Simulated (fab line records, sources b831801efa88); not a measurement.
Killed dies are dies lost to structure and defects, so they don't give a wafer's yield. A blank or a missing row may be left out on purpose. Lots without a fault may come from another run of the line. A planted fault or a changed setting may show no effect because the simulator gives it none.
Which tool did it? | flow sky130 | 11 lots, 33 wafers sampled, at 6 steps of a route of 708

WHAT THE GAUGES READ, wafer by wafer
SKY_LI_CONTACT_THK_MEAS_01.
lot  | measured     | on            | LI_CONTACT_HDPCVD_THK (nm)
L877 | day 28 14:43 | film_metro-02 | 934 914 918
L876 | day 28 21:57 | film_metro-02 | 960 945 937
L878 | day 29 17:47 | film_metro-03 | 954 962 915
L879 | day 29 18:04 | film_metro-03 | 922 904 908
L881 | day 30 00:38 | film_metro-03 | 933 926 899
L882 | day 32 18:47 | film_metro-04 | 1480 942 913 1481 941 914
L892 | day 33 03:33 | film_metro-04 | 930 925 920
L896 | day 34 06:04 | film_metro-02 | 909 920 919
L897 | day 34 14:28 | film_metro-02 | 897 907 909
L898 | day 35 02:34 | film_metro-04 | 921 928 923
L899 | day 35 06:22 | film_metro-03 | 911 916 911

SKY_LI_CONTACT_BOW_MEAS_03.
lot  | measured     | on            | LI_CONTACT_BOW (um)
L877 | day 28 15:05 | film_metro-03 | 62 54 62
L876 | day 28 22:19 | film_metro-02 | 58 54 57
L878 | day 29 18:09 | film_metro-02 | 44 57 58
L879 | day 29 18:25 | film_metro-03 | 39 43 43
L881 | day 30 01:00 | film_metro-04 | 62 54 57
L882 | day 32 21:40 | film_metro-04 | 67 53 53
L892 | day 33 04:09 | film_metro-04 | 54 64 53
L896 | day 34 06:27 | film_metro-04 | 48 60 56
L897 | day 34 14:50 | film_metro-04 | 52 51 51
L898 | day 35 02:57 | film_metro-04 | 52 45 31
L899 | day 35 06:44 | film_metro-04 | 51 50 48

SKY_LI_CONTACT_RS_MEAS_22: measures by four-point-probe.
lot  | measured     | on            | LI_CONTACT_W_RS (ohm/sq)
L877 | day 29 20:37 | film_metro-03 | 0.2861 0.2896 0.2849
L876 | day 30 02:47 | film_metro-02 | 0.2875 0.2853 0.2876
L878 | day 30 22:49 | film_metro-02 | 0.2796 0.2823 0.2902
L879 | day 30 23:28 | film_metro-04 | 0.2825 0.2882 0.2817
L881 | day 31 05:45 | film_metro-02 | 0.2824 0.2851 0.2870
L882 | day 33 22:23 | film_metro-04 | 0.2866 0.2859 0.2849
L892 | day 34 06:15 | film_metro-03 | 0.2819 0.2825 0.2832
L896 | day 35 10:00 | film_metro-04 | 0.2880 0.2885 0.2931
L897 | day 35 18:02 | film_metro-04 | 0.2886 0.2874 0.2964
L898 | day 36 05:42 | film_metro-02 | 0.2842 0.2865 0.2818
L899 | day 36 09:27 | film_metro-03 | 0.2857 0.2846 0.2860

WHICH TOOL RAN EACH LOT (tool, then ch and the chambers of the sampled wafers, then the start)
lot  | SKY_LI_CONTACT_HDPCVD_00         | SKY_LI_CONTACT_CMP_02         | SKY_LI_CONTACT_CVD_21
L877 | hdpcvd-02 ch 0,1,2, day 28 14:37 | cmp-01 ch 0,2,3, day 28 14:47 | cvd_w-01 ch 0,1, day 29 20:30
L876 | hdpcvd-01 ch 1,2, day 28 21:50   | cmp-01 ch 0,1,2, day 28 22:06 | cvd_w-02 ch 0,1, day 30 02:38
L878 | hdpcvd-01 ch 0,1, day 29 17:41   | cmp-01 ch 1,2, day 29 17:51   | cvd_w-02 ch 0,1, day 30 22:42
L879 | hdpcvd-02 ch 0,1, day 29 17:55   | cmp-02 ch 1,2,3, day 29 18:07 | cvd_w-01 ch 0,1, day 30 23:20
L881 | hdpcvd-02 ch 1,2, day 30 00:31   | cmp-02 ch 2,3, day 30 00:41   | cvd_w-01 ch 0, day 31 05:37
L882 | hdpcvd-01 ch 0,1,2, day 32 18:43 | cmp-01 ch 1,2, day 32 21:17   | cvd_w-02 ch 0,1, day 33 22:14
L892 | hdpcvd-02 ch 0, day 33 03:23     | cmp-01 ch 0,1, day 33 03:50   | cvd_w-01 ch 0,1, day 34 06:07
L896 | hdpcvd-02 ch 0,2, day 34 05:57   | cmp-02 ch 0,3, day 34 06:10   | cvd_w-01 ch 0,1, day 35 09:53
L897 | hdpcvd-02 ch 1,2, day 34 14:22   | cmp-02 ch 0,1, day 34 14:35   | cvd_w-01 ch 1, day 35 17:55
L898 | hdpcvd-02 ch 0,1,2, day 35 02:28 | cmp-02 ch 0,1,3, day 35 02:41 | cvd_w-02 ch 0,1, day 36 05:34
L899 | hdpcvd-02 ch 0,1,2, day 35 06:16 | cmp-02 ch 2,3, day 35 06:25   | cvd_w-01 ch 0,1, day 36 09:18
- SKY_LI_CONTACT_HDPCVD_00: deposits PSG, target thk 930 nm, time 155 s.
- SKY_LI_CONTACT_CMP_02: polishes PSG.
- SKY_LI_CONTACT_CVD_21: deposits W, target thk 400 nm, time 120.56 s.

WHAT THE TOOLS THEMSELVES READ (means of the sampled wafers that have a number; where no wafer has one, the mark that the record gives instead)
SKY_LI_CONTACT_HDPCVD_00.
lot  | tool      | run_length_s (s)
L877 | hdpcvd-02 | 182.9
L876 | hdpcvd-01 | 183.0
L878 | hdpcvd-01 | 183.1
L879 | hdpcvd-02 | 182.8
L881 | hdpcvd-02 | 182.4
L882 | hdpcvd-01 | 214.1
L892 | hdpcvd-02 | 183.0
L896 | hdpcvd-02 | 182.7
L897 | hdpcvd-02 | 182.3
L898 | hdpcvd-02 | 182.7
L899 | hdpcvd-02 | 182.9

SKY_LI_CONTACT_CMP_02.
lot  | tool   | edge_zone_pressure_frac | motor_current_A (A) | time_to_endpoint_s (s)
L877 | cmp-01 | 1.001                   | 11.6                | 33
L876 | cmp-01 | 1.003                   | 11.9                | 31
L878 | cmp-01 | 0.999                   | 12.2                | 31
L879 | cmp-02 | 1.000                   | 11.4                | 33
L881 | cmp-02 | 1.002                   | 10.4                | 36
L882 | cmp-01 | 1.001                   | 12.1                | 47
L892 | cmp-01 | 0.998                   | 11.6                | 35
L896 | cmp-02 | 0.995                   | 10.1                | 31
L897 | cmp-02 | 0.996                   | 11.4                | 32
L898 | cmp-02 | 1.001                   | 10.7                | 29
L899 | cmp-02 | 0.993                   | 11.0                | 32

SKY_LI_CONTACT_CVD_21.
lot  | tool     | chamber_pressure_Torr (Torr) | heater_power_w (W)
L877 | cvd_w-01 | 39.87                        | 840
L876 | cvd_w-02 | 39.98                        | 867
L878 | cvd_w-02 | 39.99                        | 851
L879 | cvd_w-01 | 39.94                        | 847
L881 | cvd_w-01 | 40.06                        | 784
L882 | cvd_w-02 | 40.00                        | 849
L892 | cvd_w-01 | 40.00                        | 858
L896 | cvd_w-01 | 39.92                        | 920
L897 | cvd_w-01 | 39.97                        | 964
L898 | cvd_w-02 | 39.97                        | 874
L899 | cvd_w-01 | 39.99                        | 930

THE ANSWER, worked out from the rows above alone
Rule: what is usual is taken from the lots themselves. Put in order of their means at a reading, lots are off if they are a third of the lots or fewer, leave a main group of 4 or more, and stand apart from it by a gap of 3 or more times the standard deviation of the main group's means; of several such gaps the widest counts. A main group whose means are all the same, to the digits that the tables above print for the reading, isn't used. A lot without any number at a reading at which 4 lots or more have one is off too. The other lots that the step has rows for count as sound. The gauges are gone through in route order, then the tools' own readings, and for those a lot's mean is taken as printed above. The first step at which some lot is off is used, and at that step the reading that is off furthest; a lot without a number counts as furthest.
Off: L882, at SKY_LI_CONTACT_THK_MEAS_01 (LI_CONTACT_HDPCVD_THK). The main group: mean 923 nm, standard deviation 13.
A tool fits if, at a process step before that reading, it ran every lot that is off, and no sound lot after the first of them. The gauges at SKY_LI_CONTACT_THK_MEAS_01 aren't tried: what is off there is off at SKY_LI_CONTACT_HDPCVD_00 too, on other tools, and a gauge's error can't cause that. One fits: hdpcvd-01 at SKY_LI_CONTACT_HDPCVD_00. Its last sound lot is L878 (day 29 17:41), its first lot that is off L882 (day 32 18:43): a fault that began between those two fits.
The tool's own readings at SKY_LI_CONTACT_HDPCVD_00 bear it out: on the lots that are off they differ by more than 5 times the standard deviation of the sound lots' means. run_length_s reads 214.1 s there against 182.8 s on the sound lots.

WHAT THE SIMULATOR HAD PUT IN
Process parameter drift: hdpcvd-01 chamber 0, from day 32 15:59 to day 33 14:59, at SKY_LI_CONTACT_HDPCVD_00. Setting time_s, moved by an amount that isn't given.
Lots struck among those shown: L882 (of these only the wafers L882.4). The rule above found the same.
